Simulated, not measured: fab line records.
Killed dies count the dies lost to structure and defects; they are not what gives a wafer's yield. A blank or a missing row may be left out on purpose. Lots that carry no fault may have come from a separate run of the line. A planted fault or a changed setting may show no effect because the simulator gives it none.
Which of the tools did it? :: flow gf180mcu :: Sampling: 7 lots, 21 wafers, 3 of 602 route steps

== WHAT EACH GAUGE READ, for each wafer ==
GF_SAB_CD_MEAS_09: the cd target is 420 nm.
lot: L947
measured: day 16 08:58
on: cd_sem-01
cd_nm (nm): 422.5 422.7 424.6

lot: L951
measured: day 18 02:34
on: cd_sem-02
cd_nm (nm): 418.1 415.5 418.8

lot: L953
measured: day 18 20:01
on: cd_sem-02
cd_nm (nm): 415.1 416.0 415.2

lot: L957
measured: day 20 03:23
on: cd_sem-01
cd_nm (nm): 421.6 421.7 421.9

lot: L961
measured: day 21 05:05
on: cd_sem-01
cd_nm (nm): 421.3 418.9 420.6

lot: L964
measured: day 22 09:34
on: cd_sem-02
cd_nm (nm): 420.1 421.7 421.8

lot: L967
measured: day 23 13:49
on: cd_sem-01
cd_nm (nm): 419.3 416.2 417.3

== WHICH TOOL RAN EACH LOT (tool, then ch and the chambers of the sampled wafers, then the start) ==
lot: L947
GF_MVSD_EXPOSE_04: iline_stepper-01 ch 0, day 4 22:11
GF_PSD_RTA_13: rtp_anneal-02 ch 0, day 15 10:01

lot: L951
GF_MVSD_EXPOSE_04: iline_stepper-01, day 5 20:59
GF_PSD_RTA_13: rtp_anneal-02 ch 0, day 17 02:56

lot: L953
GF_MVSD_EXPOSE_04: iline_stepper-02, day 6 09:10
GF_PSD_RTA_13: rtp_anneal-01 ch 0, day 17 19:44

lot: L957
GF_MVSD_EXPOSE_04: iline_stepper-02 ch 0, day 7 07:01
GF_PSD_RTA_13: rtp_anneal-02 ch 0, day 19 03:23

lot: L961
GF_MVSD_EXPOSE_04: iline_stepper-02 ch 0, day 8 06:30
GF_PSD_RTA_13: rtp_anneal-01 ch 0, day 20 04:42

lot: L964
GF_MVSD_EXPOSE_04: iline_stepper-02 ch 0, day 8 21:29
GF_PSD_RTA_13: rtp_anneal-01 ch 0, day 21 10:17

lot: L967
GF_MVSD_EXPOSE_04: iline_stepper-02 ch 0, day 9 16:19
GF_PSD_RTA_13: rtp_anneal-02 ch 0, day 22 14:14
- GF_MVSD_EXPOSE_04: exposes mask MVSD, target cd 1000 nm.
- GF_PSD_RTA_13: time 20 s.

== THE ANSWER, worked out from the rows above alone ==
Rule: usual is defined by the lots themselves. Put in order of their means at a reading, lots are off if they are a third of the lots or fewer, leave a main group of 4 or more, and stand apart from it by a gap of 3 or more times the standard deviation of the main group's means; of several such gaps the widest counts. A main group is skipped when, at the precision printed for the reading in the tables above, its means are all equal. Also off: a lot with no number at a reading for which 4 or more lots have one. The other lots that the step has rows for count as sound.
Nothing can be told from this: no lot is off at any reading shown.

== WHAT THE SIMULATOR HAD INSERTED ==
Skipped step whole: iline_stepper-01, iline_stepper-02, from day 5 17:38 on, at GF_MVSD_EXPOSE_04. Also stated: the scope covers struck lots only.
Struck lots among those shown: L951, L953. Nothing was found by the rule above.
